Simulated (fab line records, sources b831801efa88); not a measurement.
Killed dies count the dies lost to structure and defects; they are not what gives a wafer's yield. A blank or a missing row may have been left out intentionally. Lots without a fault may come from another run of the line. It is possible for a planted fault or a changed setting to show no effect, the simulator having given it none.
Problem report in the 8D (eight disciplines) form, filled by code || flow gf180mcu || the parts of the form that need people (team, actions taken, sign-off) are left out

## 1. WHAT IS WRONG
Mean of rfFwdPowerW at GF_HV_LDD_ETCHBACK_58: 463.2 W across 2 wafers in 2 lots; on wafers with no fault it is 397.6 W (standard deviation 1.4). Measured from the usual mean, that is +47 standard deviations.
The step: etches Si3N4 in CH3F/O2, stops on SiO2, time 100 s, target depth 90 nm.
First observed at day 14 23:44: wafer L966.1, on rieDiel-03. At this step, 12 wafers from 4 lots have a number in the record. The rule behind "out" and "out of limits": a value lying over 4 standard deviations away from the usual mean. The other wafers with a number count as sound.

## 2. WHAT IT IS AND WHAT IT IS NOT
{"question": "which readings at this step", "is": "rfFwdPowerW", "is not": "drypumpMotorCurrentA, oesProductAu, throttleValvePct"}
{"question": "which lots", "is": "L966, L968", "is not": "L964, L967"}
{"question": "which wafers of those lots", "is": "L966.1, L968.1", "is not": "L966.4, L966.5, L968.2, L968.4"}
{"question": "read on which tools", "is": "rieDiel-03", "is not": "rieDiel-01"}
{"question": "when", "is": "from day 14 23:44", "is not": "up to then (5 sound wafers); but 5 sound wafers of L967, L968 came after"}

## 3. WHAT RULES OUT EACH SUSPECT
Counting: a tool at a process step up to the reading stays a suspect if it ran every lot that is out. Sound lots after the first of them don't rule it out here, since some wafers of a struck lot are sound.
- rieDiel-03 at GF_HV_LDD_ETCHBACK_58 (etches Si3N4 in CH3F/O2, stops on SiO2, time 100 s, target depth 90 nm): kept. It ran every lot that is out, first L966 (day 14 23:44); its last sound lot up to then is L964 (day 14 04:11). Its own rfFwdPowerW readings are out on those wafers.
- rieDiel-03, GF_HV_LDD_ETCHBACK_58: wafers that are out in chamber 1, sound lot-mates in chambers 2, 3.
Left after counting: rieDiel-03 at GF_HV_LDD_ETCHBACK_58.

## 4. THE CAUSE (what the simulator had put in)
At GF_HV_LDD_ETCHBACK_58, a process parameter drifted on rieDiel-03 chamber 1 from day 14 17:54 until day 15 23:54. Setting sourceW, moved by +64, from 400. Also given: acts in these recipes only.
The count eliminated every tool but this one.

## 5. SEQUENCE OF EFFECTS, ordered by route
Each row: a reading where the mean over the struck wafers with a number is more than 3 standard deviations away from the usual. Only readings whose record carries a usual standard deviation are examined. hours: median over the lots of the time between each lot's start at the first step of this table that gives one and its start at this step. sigmas: the change, counted in usual standard deviations.
{"hours": 0, "step": "GF_HV_LDD_ETCHBACK_58", "reading": "rfFwdPowerW", "usual": "397.6 W", "on struck wafers": 463.2, "change": "+65.6", "sigmas": "+47"}
Here are the process steps it includes:
- GF_HV_LDD_ETCHBACK_58: etches Si3N4 in CH3F/O2, stops on SiO2, time 100 s, target depth 90 nm.

## 6. WHAT WOULD HAVE CAUGHT IT SOONER
In this record the first reading out of limits was taken at day 14 23:44, 6 hours after the fault began at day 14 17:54.
